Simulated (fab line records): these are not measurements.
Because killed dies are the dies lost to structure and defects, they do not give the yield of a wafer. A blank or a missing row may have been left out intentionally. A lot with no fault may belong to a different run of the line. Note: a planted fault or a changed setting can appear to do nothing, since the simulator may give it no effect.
A lot that was struck, set against a sound lot | flow sky130 | 21 out of 708 route steps
Sound: these wafers, L347.1, L347.2, L347.3. Wafers L350.2, L350.3, L350.4 were the ones struck. The cause is named last.
Order at every step that has rows: each side's tool, ch and its chambers, its first start. Under that, the readings that differ: sound wafers | struck wafers | difference of the means | sigmas: that difference in standard deviations of wafers without a fault.
alike: a reading whose means differ by less than 2 such deviations, as well as words and numbers matching on both sides. not compared: withheld readings; readings where some wafer has no value; bounds like >300 that might hide an equal value; numbers whose values overlap and for which the record gives no deviation.
Wherever a step has rows on one side only, a row that says differs or no value, or a row with sigmas, the two part there. Non-overlapping numbers with no deviation appear without sigmas and do not part them. A reading that every wafer of one side lacks parts them only if that side has two wafers or more.

SKY_POLY_GATE_CD_MEAS_22:
  sound on cd_sem-02 at day 17 08:59; struck on cd_sem-02 at day 18 05:53
  alike: cd_nm
then, 7 steps without rows for these wafers: SKY_LDD_N_DEHYDRATE_00 (time 60 s); SKY_LDD_N_HMDS_01 (prime time 60 s); SKY_LDD_N_COAT_02 (resist thk 300 nm); SKY_LDD_N_SOFTBAKE_03 (time 60 s); SKY_LDD_N_EXPOSE_04 (exposes mask NTM, target cd 840 nm); SKY_LDD_N_PEB_05; SKY_LDD_N_DEVELOP_06 (develop time 60 s).
SKY_LDD_N_OVL_MEAS_07:
  sound on overlay-01 at day 18 14:40; struck on overlay-01 at day 19 12:22
  alike: LDD_N_OVL
then, 3 steps without rows for these wafers: SKY_LDD_N_IMPLANT_08; SKY_LDD_N_IMPLANT_09; SKY_LDD_N_IMPLANT_10.
SKY_LDD_N_IMPLANT_11:
  sound on implanter-01 ch 0, day 18 15:09; struck on implanter-01 ch 0, day 19 12:53
  reading            | sound                         | struck                           | difference  | sigmas
  beam_on_s (s)      | 9.95 9.76 10.04               | 34.17 34.82 33.78                | +24.34      | +99 or more
  dose_ions_cm2      | 7.496e+13 7.489e+13 7.488e+13 | 3.3997e+14 3.3984e+14 3.3992e+14 | +2.6500e+14 | +99 or more
  faraday_current_uA | 425 432 418                   | 560 551 567                      | +134        | +15
then, 4 steps without rows for these wafers: SKY_LDD_N_IMPLANT_12; SKY_LDD_N_IMPLANT_13; SKY_LDD_N_IMPLANT_14; SKY_LDD_N_IMPLANT_15.
SKY_LDD_N_STRIP_16: strips in O2/N2.
  sound on plasma_asher-04 ch 0,1, day 18 15:54; struck on plasma_asher-04 ch 0,1, day 19 13:36
  reading                      | sound             | struck            | difference | sigmas
  strip_time_to_endpoint_s (s) | 4.316 4.316 4.301 | 4.984 4.991 4.986 | +0.676     | +42
  alike: chamber_pressure_mTorr, drypump_motor_current_A, n2_flow_sccm, oes_product_au
  not compared: rf_hours_counter_h
SKY_LDD_N_TW_MEAS_17:
  sound on film_metro-03 at day 18 16:00; struck on film_metro-04 at day 19 13:43
  reading  | sound          | struck         | difference | sigmas
  LDD_N_TW | 2574 2567 2594 | 2865 2867 2866 | +288       | +14
then, 1 step without rows for these wafers: SKY_LDD_P_DEHYDRATE_00 (time 60 s).
-- a jump in the record: the struck wafers' starts before and after are 27 days apart (it breaks off in module LDD_P and resumes in module PAD_OPEN, where the first step shown is number 708 of the route) --
SKY_PAD_OPEN_PROBE_99:
  sound on prober-01 at day 46 14:28; struck on prober-02 at day 47 01:24
  reading                                   | sound             | struck            | difference | sigmas
  model.etest.tip_n.rs_ohm_sq               | 442.5 442.8 442.5 | 313.3 313.1 314.5 | -129.0     |
  model.etest.nfet_01v8.r_on_ohm_um         | 845 826.1 835.2   | 753.8 758 785.3   | -69.7      |
  model.etest.nfet_01v8_lvt.drive_ua_um     | 574.1 578.8 580.4 | 632.3 630.9 615.5 | +48.5      |
  model.etest.nfet_01v8_turned.drive_ua_um  | 505.6 515.3 512.8 | 555.3 552.3 535.9 | +36.6      |
  model.etest.nfet_01v8.drive_ua_um         | 504.7 510.9 513.9 | 558.7 550.6 533.5 | +37.8      |
  model.etest.nfet_01v8_swapped.drive_ua_um | 503.5 515.3 516.4 | 555.7 544.3 534.8 | +33.2      |
  alike: killed_at_M0_to_M3, killed_at_M4_up, killed_at_contacts, killed_at_front_end, killed_at_other, killed_dies, killed_open, killed_short
  not compared: model.etest.sram_nfet_pass.drive_ua_um, model.etest.sram_nfet_pass.off_log10_a_um

== WHERE THEY PART ==
First at SKY_LDD_N_IMPLANT_11; last, within this record, at SKY_LDD_N_TW_MEAS_17. Later steps at which nothing parts them and some readings are alike: SKY_PAD_OPEN_PROBE_99.

WHY: what had been put in by the simulator
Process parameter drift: implanter-01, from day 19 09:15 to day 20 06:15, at SKY_LDD_N_IMPLANT_11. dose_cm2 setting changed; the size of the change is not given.
